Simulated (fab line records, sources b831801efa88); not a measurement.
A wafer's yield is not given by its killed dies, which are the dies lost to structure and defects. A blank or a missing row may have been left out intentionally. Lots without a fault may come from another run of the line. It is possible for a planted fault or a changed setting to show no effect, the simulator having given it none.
fab line records | flow sky130
[record] lots = 15 | wafers = 45 | last_day = 50
route steps=708 shown LDD_HVN@269 LDD_HVP@288 LDD_LDN@302 PAD_OPEN@708
lots with no fault: from the same line, run without faults
start_h: start of the lot's first displayed wafer, in hours after the record's first day | wait_h: how many hours have passed since the lot's step before this one | " identical to the entry in the row above | L1.1+2: a single row standing in for several wafers | - either no value or no given start | * or withheld: withheld | < > ~ a bound
route shown NAME@n: names a module that has steps shown in the file, with the first one's number in the route | usual: mean/standard deviation of fault-free wafers | same: alike in all rows | chamber/n: place in a boat | sites: per-site readings | _std_site: their standard deviation | _edge_site: inner sites' mean taken away from outer sites' mean | radius_mm: how far each site lies from the wafer's centre | mask NAME#n: copy n | behind: tool/chamber where the wafer was last shaped | hold: cause of the lot's hold/its duration in hours/its outcome | device: which transistor (n, p or np) failed to switch | end of line: the tests these same wafers got at the end of their route | a step without rows: its recipe alone | killed: the dies lost at the first sort to structure and to defects; this is not the yield of the wafer | map: dies across one wafer; x = killed, . = not, _ = none there
set.NAME: the setting that was run; set.NAME@STEP: the one run at that earlier step | model.NAME: the simulator's own value behind a step, which no gauge read
the route's steps for a sample of lots (tables are steps, rows are wafers)
[[steps]]
[step SKY_LDD_HVN_COAT_02]
[recipe] resist = NOVOLAK | spin_rpm = 3000 | resist_thk_nm = 300
[usual] chill_plate_temp_C = 23.00/0.11 | dispense_pressure_kPa = 46.4/2.7
lot.wafer | tool           | chamber | start_h | wait_h | chill_plate_temp_C | dispense_pressure_kPa
L508.2    | litho_track-02 | 0       | 449.30  | 0.1    | 23.06              | 44.5
L508.3    | "              | 0       | "       | "      | 22.89              | 44.4
L508.6    | "              | 0       | "       | "      | 22.98              | 44.5
L509.1    | litho_track-01 | 0       | 464.35  | 0.1    | 23.03              | 49.1
L509.5    | "              | 0       | "       | "      | 22.98              | 49.1
L509.6    | "              | 0       | "       | "      | 23.10              | 49.1
L511.1    | litho_track-01 | 0       | 471.80  | 0.1    | 23.18              | 49.1
L511.5    | "              | 0       | "       | "      | 23.12              | 49.1
L511.6    | "              | 0       | "       | "      | 23.00              | 49.1
L514.4    | litho_track-01 | 0       | 536.07  | 0.1    | 23.08              | 49.1
L514.5    | "              | 0       | "       | "      | 22.97              | 49.1
L514.6    | "              | 0       | "       | "      | 22.97              | 49.1
L513.1    | litho_track-01 | 0       | 536.60  | 0.1    | 22.89              | 49.0
L513.2    | "              | 0       | "       | "      | 22.97              | 49.1
L513.4    | "              | 0       | "       | "      | 22.88              | 49.1
L515.1    | litho_track-02 | 0       | 537.63  | 0.1    | 22.88              | 44.5
L515.2    | "              | 0       | "       | "      | 22.98              | 44.4
L515.3    | "              | 0       | "       | "      | 23.20              | 44.4
L516.1    | litho_track-03 | 0       | 538.55  | 0.1    | 23.03              | 42.9
L516.2    | "              | 0       | "       | "      | 23.01              | 42.9
L516.3    | "              | 0       | "       | "      | 22.97              | 42.9
L518.1    | litho_track-02 | 0       | 548.13  | 0.1    | 22.84              | 44.4
L518.2    | "              | 0       | "       | "      | 23.05              | 44.4
L518.4    | "              | 0       | "       | "      | 23.04              | 44.4
L519.1    | litho_track-01 | 0       | 552.90  | 0.1    | 22.99              | 49.1
L519.3    | "              | 0       | "       | "      | 22.80              | 49.1
L519.4    | "              | 0       | "       | "      | 22.80              | 49.1
L523.2    | litho_track-01 | -       | 584.37  | 0.1    | -                  | -
L523.3    | "              | -       | "       | "      | -                  | -
L523.5    | "              | -       | "       | "      | -                  | -
L525.2    | litho_track-02 | -       | 636.05  | 0.1    | -                  | -
L525.3    | "              | -       | "       | "      | -                  | -
L525.5    | "              | -       | "       | "      | -                  | -
L524.1    | litho_track-01 | -       | 638.85  | 0.1    | -                  | -
L524.3    | "              | -       | "       | "      | -                  | -
L524.4    | "              | -       | "       | "      | -                  | -
L529.2    | litho_track-03 | 0       | 640.33  | 0.1    | 22.92              | 43.0
L529.4    | "              | 0       | "       | "      | 23.01              | 42.9
L529.5    | "              | 0       | "       | "      | 23.16              | 42.9
L526.1    | litho_track-03 | 0       | 641.25  | 0.1    | 22.98              | 43.0
L526.2    | "              | 0       | "       | "      | 22.91              | 42.9
L526.4    | "              | 0       | "       | "      | 22.86              | 43.0
L530.1    | litho_track-01 | 0       | 643.10  | 0.1    | 22.93              | 49.0
L530.3    | "              | 0       | "       | "      | 22.98              | 49.0
L530.4    | "              | 0       | "       | "      | 23.08              | 49.1
[step SKY_LDD_HVN_OVL_MEAS_07]
[usual] LDD_HVN_OVL = 0.4/1.4
lot.wafer | tool       | chamber | start_h | wait_h | LDD_HVN_OVL[nm]
L508.2    | overlay-01 | -       | 464.64  | 0.1    | -0.4
L508.3    | "          | -       | "       | "      | 0.6
L508.6    | "          | -       | "       | "      | 1.1
L509.1    | overlay-01 | -       | 478.50  | 0.1    | -0.4
L509.5    | "          | -       | "       | "      | -2.1
L509.6    | "          | -       | "       | "      | 0.1
L511.1    | overlay-01 | -       | 488.15  | 0.1    | 0.7
L511.5    | "          | -       | "       | "      | 0.8
L511.6    | "          | -       | "       | "      | 1.4
L514.4    | overlay-02 | -       | 551.22  | 0.1    | -1.7
L514.5    | "          | -       | "       | "      | -2.4
L514.6    | "          | -       | "       | "      | -1.9
L513.1    | overlay-02 | -       | 552.25  | 0.1    | -0.2
L513.2    | "          | -       | "       | "      | 0.2
L513.4    | "          | -       | "       | "      | 0.1
L515.1    | overlay-01 | -       | 553.58  | 0.1    | -0.4
L515.2    | "          | -       | "       | "      | -0.7
L515.3    | "          | -       | "       | "      | 0.0
L516.1    | overlay-02 | -       | 554.56  | 0.1    | 1.6
L516.2    | "          | -       | "       | "      | 0.8
L516.3    | "          | -       | "       | "      | 2.3
L518.1    | overlay-02 | -       | 563.15  | 0.1    | -0.4
L518.2    | "          | -       | "       | "      | -0.1
L518.4    | "          | -       | "       | "      | 0.3
L519.1    | overlay-02 | -       | 567.53  | 0.1    | 0.6
L519.3    | "          | -       | "       | "      | -1.4
L519.4    | "          | -       | "       | "      | 0.0
L523.2    | overlay-02 | -       | 598.80  | 0.1    | -
L523.3    | "          | -       | "       | "      | -
L523.5    | "          | -       | "       | "      | -
L525.2    | overlay-02 | -       | 649.88  | 0.1    | -
L525.3    | "          | -       | "       | "      | -
L525.5    | "          | -       | "       | "      | -
L524.1    | overlay-02 | -       | 652.50  | 0.1    | -
L524.3    | "          | -       | "       | "      | -
L524.4    | "          | -       | "       | "      | -
L529.2    | overlay-01 | -       | 654.45  | 0.1    | -0.2
L529.4    | "          | -       | "       | "      | -0.3
L529.5    | "          | -       | "       | "      | 0.0
L526.1    | overlay-02 | -       | 655.05  | 0.1    | 1.1
L526.2    | "          | -       | "       | "      | 1.0
L526.4    | "          | -       | "       | "      | 0.0
L530.1    | overlay-01 | -       | 657.03  | 0.1    | 1.7
L530.3    | "          | -       | "       | "      | -0.6
L530.4    | "          | -       | "       | "      | 1.5
[step SKY_LDD_HVP_TW_MEAS_10]
[usual] LDD_HVP_TW = 456/4.9
lot.wafer | tool          | chamber | start_h | wait_h | LDD_HVP_TW
L508.2    | film_metro-02 | -       | 495.37  | 0.1    | 454
L508.3    | "             | -       | "       | "      | 453
L508.6    | "             | -       | "       | "      | 454
L509.1    | film_metro-02 | -       | 508.71  | 0.1    | 449
L509.5    | "             | -       | "       | "      | 452
L509.6    | "             | -       | "       | "      | 449
L511.1    | film_metro-04 | -       | 518.14  | 0.1    | 461
L511.5    | "             | -       | "       | "      | 461
L511.6    | "             | -       | "       | "      | 461
L514.4    | film_metro-01 | -       | 581.12  | 0.1    | 453
L514.5    | "             | -       | "       | "      | 451
L514.6    | "             | -       | "       | "      | 448
L513.1    | film_metro-04 | -       | 581.79  | 0.1    | 459
L513.2    | "             | -       | "       | "      | 459
L513.4    | "             | -       | "       | "      | 459
L515.1    | film_metro-04 | -       | 582.66  | 0.1    | 460
L515.2    | "             | -       | "       | "      | 459
L515.3    | "             | -       | "       | "      | 460
L516.1    | film_metro-04 | -       | 584.49  | 0.1    | 459
L516.2    | "             | -       | "       | "      | 459
L516.3    | "             | -       | "       | "      | 460
L518.1    | film_metro-04 | -       | 593.41  | 0.1    | 462
L518.2    | "             | -       | "       | "      | 460
L518.4    | "             | -       | "       | "      | 461
L519.1    | film_metro-04 | -       | 596.84  | 0.1    | 459
L519.3    | "             | -       | "       | "      | 459
L519.4    | "             | -       | "       | "      | 459
L523.2    | film_metro-02 | -       | 627.25  | 0.1    | 1443
L523.3    | "             | -       | "       | "      | 1443
L523.5    | "             | -       | "       | "      | 1440
L525.2    | film_metro-01 | -       | 678.45  | 0.1    | 1428
L525.3    | "             | -       | "       | "      | 1438
L525.5    | "             | -       | "       | "      | 1433
L524.1    | film_metro-04 | -       | 681.09  | 0.1    | 1475
L524.3    | "             | -       | "       | "      | 1474
L524.4    | "             | -       | "       | "      | 1474
L529.2    | film_metro-01 | -       | 682.85  | 0.1    | 453
L529.4    | "             | -       | "       | "      | 455
L529.5    | "             | -       | "       | "      | 452
L526.1    | film_metro-01 | -       | 683.31  | 0.1    | 451
L526.2    | "             | -       | "       | "      | 452
L526.4    | "             | -       | "       | "      | 452
L530.1    | film_metro-02 | -       | 685.79  | 0.1    | 453
L530.3    | "             | -       | "       | "      | 452
L530.4    | "             | -       | "       | "      | 455
[step SKY_LDD_LDN_TW_MEAS_13]
[usual] LDD_LDN_TW = 1485/14
lot.wafer | tool          | chamber | start_h | wait_h | LDD_LDN_TW
L508.2    | film_metro-02 | -       | 526.39  | 0.1    | 1466
L508.3    | "             | -       | "       | "      | 1453
L508.6    | "             | -       | "       | "      | 1463
L509.1    | film_metro-04 | -       | 539.73  | 0.1    | 1507
L509.5    | "             | -       | "       | "      | 1502
L509.6    | "             | -       | "       | "      | 1505
L511.1    | film_metro-02 | -       | 548.19  | 0.1    | 1466
L511.5    | "             | -       | "       | "      | 1464
L511.6    | "             | -       | "       | "      | 1468
L514.4    | film_metro-04 | -       | 611.02  | 0.1    | 1501
L514.5    | "             | -       | "       | "      | 1504
L514.6    | "             | -       | "       | "      | 1499
L513.1    | film_metro-03 | -       | 611.73  | 0.1    | 1473
L513.2    | "             | -       | "       | "      | 1477
L513.4    | "             | -       | "       | "      | 1477
L515.1    | film_metro-04 | -       | 612.24  | 0.1    | 1497
L515.2    | "             | -       | "       | "      | 1501
L515.3    | "             | -       | "       | "      | 1502
L516.1    | film_metro-04 | -       | 614.09  | 0.1    | 1508
L516.2    | "             | -       | "       | "      | 1505
L516.3    | "             | -       | "       | "      | 1499
L518.1    | film_metro-03 | -       | 622.89  | 0.1    | 1479
L518.2    | "             | -       | "       | "      | 1473
L518.4    | "             | -       | "       | "      | 1479
L519.1    | film_metro-04 | -       | 625.84  | 0.1    | 1492
L519.3    | "             | -       | "       | "      | 1488
L519.4    | "             | -       | "       | "      | 1492
L523.2    | film_metro-03 | -       | 656.35  | 0.1    | 1832
L523.3    | "             | -       | "       | "      | 1821
L523.5    | "             | -       | "       | "      | 1834
L525.2    | film_metro-02 | -       | 707.40  | 0.1    | 1801
L525.3    | "             | -       | "       | "      | 1800
L525.5    | "             | -       | "       | "      | 1803
L524.1    | film_metro-03 | -       | 710.04  | 0.1    | 1822
L524.3    | "             | -       | "       | "      | 1811
L524.4    | "             | -       | "       | "      | 1832
L529.2    | film_metro-04 | -       | 712.45  | 0.1    | 1503
L529.4    | "             | -       | "       | "      | 1491
L529.5    | "             | -       | "       | "      | 1500
L526.1    | film_metro-03 | -       | 712.88  | 0.1    | 1471
L526.2    | "             | -       | "       | "      | 1475
L526.4    | "             | -       | "       | "      | 1484
L530.1    | film_metro-04 | -       | 715.28  | 0.1    | 1492
L530.3    | "             | -       | "       | "      | 1486
L530.4    | "             | -       | "       | "      | 1504
[step SKY_PAD_OPEN_PROBE_99]
[usual] killed_at_M0_to_M3 = 44/7.1 | killed_at_M4_up = 3.1/1.8 | killed_at_contacts = 24/5.3 | killed_at_front_end = 15/4.5 | killed_at_other = 0.2/0.42 | killed_dies = 86/9.6 | killed_on_rim = 17/4 | killed_open = 46/6.9 | killed_short = 40/6.4
[same] gross_dies = 492 | killed_at_back_side = 0
lot.wafer | tool      | chamber | start_h | wait_h | killed_at_M0_to_M3 | killed_at_M4_up | killed_at_contacts | killed_at_front_end | killed_at_other | killed_dies | killed_on_rim | killed_open | killed_short
L519.1    | prober-01 | -       | 1142.32 | 0.1    | 50                 | 0               | 26                 | 14                  | 0               | 90          | 17            | 51          | 39
L519.3    | prober-01 | -       | 1142.42 | 0.2    | 46                 | 1               | 21                 | 11                  | 1               | 80          | 15            | 47          | 33
L519.4    | prober-01 | -       | 1142.47 | 0.2    | 43                 | 6               | 22                 | 14                  | 0               | 85          | 16            | 43          | 42
L523.2    | prober-01 | -       | 1161.52 | 0.1    | 48                 | 5               | 21                 | 417                 | 1               | 492         | 96            | 48          | 50
L523.3    | prober-01 | -       | 1161.57 | 0.2    | 49                 | 6               | 20                 | 417                 | 0               | 492         | 96            | 52          | 42
L523.5    | prober-01 | -       | 1161.67 | 0.2    | 46                 | 5               | 26                 | 415                 | 0               | 492         | 96            | 42          | 53
L525.2    | prober-02 | -       | 1191.09 | 0.1    | 37                 | 4               | 17                 | 434                 | 0               | 492         | 96            | 47          | 29
L525.3    | prober-02 | -       | 1191.14 | 0.2    | 50                 | 4               | 22                 | 416                 | 0               | 492         | 96            | 49          | 37
L525.5    | prober-02 | -       | 1191.24 | 0.2    | 36                 | 3               | 24                 | 429                 | 0               | 492         | 96            | 33          | 43
L524.1    | prober-01 | -       | 1194.30 | 0.1    | 60                 | 2               | 17                 | 413                 | 0               | 492         | 96            | 47          | 45
L524.3    | prober-01 | -       | 1194.40 | 0.2    | 44                 | 2               | 22                 | 424                 | 0               | 492         | 96            | 52          | 39
L524.4    | prober-01 | -       | 1194.45 | 0.2    | 44                 | 2               | 19                 | 427                 | 0               | 492         | 96            | 45          | 40
// killed by level:class
L519.1 VIA3:geometric_particle:open=9 LI_CONTACT:geometric_particle:open=9 VIA1:geometric_particle:open=8 CONTACT:geometric_particle:open=7 VIA1:geometric_particle:short=6 VIA2:geometric_particle:open=6 METAL2:geometric_particle:short=5 LOCAL_INTERCONNECT:geometric_particle:short=5
L519.3 VIA1:geometric_particle:open=10 CONTACT:geometric_particle:open=7 VIA1:geometric_particle:short=7 LI_CONTACT:geometric_particle:open=6 METAL1:geometric_particle:open=5 VIA2:geometric_particle:open=5 VIA3:geometric_particle:open=5 LI_CONTACT:geometric_particle:short=4
L519.4 VIA1:geometric_particle:open=9 METAL1:geometric_particle:short=8 LI_CONTACT:geometric_particle:open=8 CONTACT:geometric_particle:open=5 VIA2:geometric_particle:short=5 VIA2:geometric_particle:open=5 METAL4:geometric_particle:short=5 LI_CONTACT:geometric_particle:short=4
L523.2 LDD_HVN:area_expose=394 VIA3:geometric_particle:open=10 FIELD_ISO:geometric_particle:open=8 VIA1:geometric_particle:open=7 CONTACT:geometric_particle:open=6 VIA2:geometric_particle:open=6 FIELD_ISO:geometric_particle:short=5 LI_CONTACT:geometric_particle:open=5
L523.3 LDD_HVN:area_expose=398 LI_CONTACT:geometric_particle:open=9 VIA1:geometric_particle:short=9 VIA2:geometric_particle:open=9 VIA3:geometric_particle:open=9 CONTACT:geometric_particle:open=7 METAL1:geometric_particle:short=6 VIA1:geometric_particle:open=6
L523.5 LDD_HVN:area_expose=397 VIA1:geometric_particle:short=11 CONTACT:geometric_particle:open=10 VIA1:geometric_particle:open=6 CONTACT:geometric_particle:short=6 FIELD_ISO:geometric_particle:open=5 FIELD_ISO:geometric_particle:short=5 LI_CONTACT:geometric_particle:open=5
L525.2 LDD_HVN:area_expose=416 CONTACT:geometric_particle:open=9 VIA1:geometric_particle:open=6 POLY_GATE:geometric_particle:open=5 METAL1:geometric_particle:open=5 METAL2:geometric_particle:short=5 VIA3:geometric_particle:open=5 FIELD_ISO:geometric_particle:open=4
L525.3 LDD_HVN:area_expose=406 LI_CONTACT:geometric_particle:open=9 VIA2:geometric_particle:open=8 VIA1:geometric_particle:open=7 VIA1:geometric_particle:short=7 CONTACT:geometric_particle:open=6 VIA3:geometric_particle:open=6 VIA2:geometric_particle:short=5
L525.5 LDD_HVN:area_expose=416 LI_CONTACT:geometric_particle:open=7 METAL1:geometric_particle:short=7 VIA1:geometric_particle:short=7 VIA3:geometric_particle:open=5 FIELD_ISO:geometric_particle:short=4 FIELD_ISO:geometric_particle:open=4 LI_CONTACT:geometric_particle:short=4
L524.1 LDD_HVN:area_expose=400 VIA1:geometric_particle:open=17 METAL2:geometric_particle:short=8 VIA2:geometric_particle:open=8 CONTACT:geometric_particle:open=7 METAL1:geometric_particle:short=7 VIA1:geometric_particle:short=5 FIELD_ISO:geometric_particle:short=4
L524.3 LDD_HVN:area_expose=401 VIA1:geometric_particle:open=9 VIA3:geometric_particle:open=8 VIA2:geometric_particle:open=7 LI_CONTACT:geometric_particle:open=6 CONTACT:geometric_particle:open=6 FIELD_ISO:geometric_particle:short=5 POLY_GATE:geometric_particle:open=5
L524.4 LDD_HVN:area_expose=407 VIA1:geometric_particle:open=13 CONTACT:geometric_particle:open=7 FIELD_ISO:geometric_particle:short=6 METAL1:geometric_particle:short=6 CONTACT:geometric_particle:short=5 VIA1:geometric_particle:short=5 VIA2:geometric_particle:open=5
[[key]]
[first_sign] step = SKY_LDD_HVN_COAT_02 | reading = tool_record | direction = missing
[effect] step = SKY_LDD_HVN_OVL_MEAS_07 | reading = LDD_HVN_OVL | direction = missing
[effect] step = SKY_LDD_HVP_TW_MEAS_10 | reading = LDD_HVP_TW | direction = up | sigmas = 99+ | usual = 456 | struck = 1450
[effect] step = SKY_LDD_LDN_TW_MEAS_13 | reading = LDD_LDN_TW | direction = up | sigmas = 24 | usual = 1485 | struck = 1817
[effect] step = SKY_PAD_OPEN_PROBE_99 | reading = killed_at_front_end | direction = up | sigmas = 91 | usual = 15 | struck = 421
[more_kills_born_at] SKY_LDD_HVN_EXPOSE_04@iline_stepper-01 = 3636
met_at SKY_LDD_HVN_COAT_02
struck_lots L523,L524,L525
tester_left_out L523,L524,L525
onset_between 552.90 584.37
[fault] kind = skipped_step_whole | tool = litho_track-01,litho_track-02 | chamber = - | onset_h = 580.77 | steps = SKY_LDD_HVN_COAT_02 | scope = struck_lots_only
// tester_left_out: of these lots the tester's yield and bins aren't shown, on N5 and GAA mostly nor the transistor test; their killed dies are dies lost to structure and defects alone, not to doping, threshold or leakage, so they don't give the yield
